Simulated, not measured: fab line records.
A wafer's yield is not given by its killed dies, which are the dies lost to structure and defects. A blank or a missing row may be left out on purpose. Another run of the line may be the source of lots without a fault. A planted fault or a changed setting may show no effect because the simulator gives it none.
Which tool was responsible? ; flow sfq-line ; 30 wafers from 10 lots sampled at 2 of the route's 325 steps

WHAT EACH GAUGE READ, for each wafer
SFQ_M2_OVL_MEAS_916.
lot;measured;on;M2_OVL (nm)
L817;day 37 06:41;overlay-01;2 -4 -4
L818;day 38 13:53;overlay-02;-15 -21 -17
L819;day 38 22:25;overlay-01;-1 -6 -2
L820;day 39 05:37;overlay-02;-5 -7 -2
L821;day 39 14:01;overlay-01;5 4 9
L825;day 42 10:09;overlay-01;84 87 86
L826;day 42 23:29;overlay-01;-3 -2 -7
L827;day 43 16:16;overlay-01;1 1 0
L831;day 44 16:04;overlay-01;89 86 84
L839;day 47 10:00;overlay-02;-8 -2 -4

WHAT TOOL EACH LOT RAN ON (gives the tool, then ch and the chambers of the sampled wafers, and finally the start)
lot;SFQ_TRILAYER_M2_LITHO_EXPOSE_058
L817;krf-scanner-01 ch 0, day 37 05:11
L818;krf-scanner-01 ch 0, day 38 12:23
L819;krf-scanner-02 ch 0, day 38 21:07
L820;krf-scanner-02 ch 0, day 39 04:19
L821;krf-scanner-02 ch 0, day 39 12:43
L825;krf-scanner-01 ch 0, day 42 08:39
L826;krf-scanner-02 ch 0, day 42 22:22
L827;krf-scanner-02 ch 0, day 43 14:46
L831;krf-scanner-01 ch 0, day 44 14:34
L839;krf-scanner-02 ch 0, day 47 08:30
- SFQ_TRILAYER_M2_LITHO_EXPOSE_058: exposes mask M2, target cd 500 nm.

THE ANSWER, worked out from the rows above alone
Rule: usual is defined by the lots themselves. The widest of any qualifying gaps counts: lots, ordered by their means at a reading, are off when they make up no more than a third of the lots, leave a main group of 4 or more, and stand apart from it by 3 or more times the standard deviation of that group's means. The tables above print the reading to a certain number of digits; a main group whose means all agree to those digits is not used. Also off: a lot with no number at a reading for which 4 or more lots have one. Where the step has rows for the other lots, those lots are counted as sound.
Off: L825, L831, seen at SFQ_M2_OVL_MEAS_916 (M2_OVL). The main group: mean -4 nm, standard deviation 6.3.
If a tool, at a process step before that reading, ran all the lots that are off and no sound lot after the first of them, it fits. The gauges at SFQ_M2_OVL_MEAS_916 are tried like those tools. One candidate fits, namely krf-scanner-01 at SFQ_TRILAYER_M2_LITHO_EXPOSE_058. Its last sound lot is L818 (day 38 12:23), its first lot that is off L825 (day 42 08:39): a fault that began between those two fits.

WHAT THE SIMULATOR PUT IN
Scanner matching overlay: krf-scanner-01, from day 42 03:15 on, at SFQ_TRILAYER_M2_LITHO_EXPOSE_058. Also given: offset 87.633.
Lots struck among those shown: L825, L831. The same result came from the rule above.
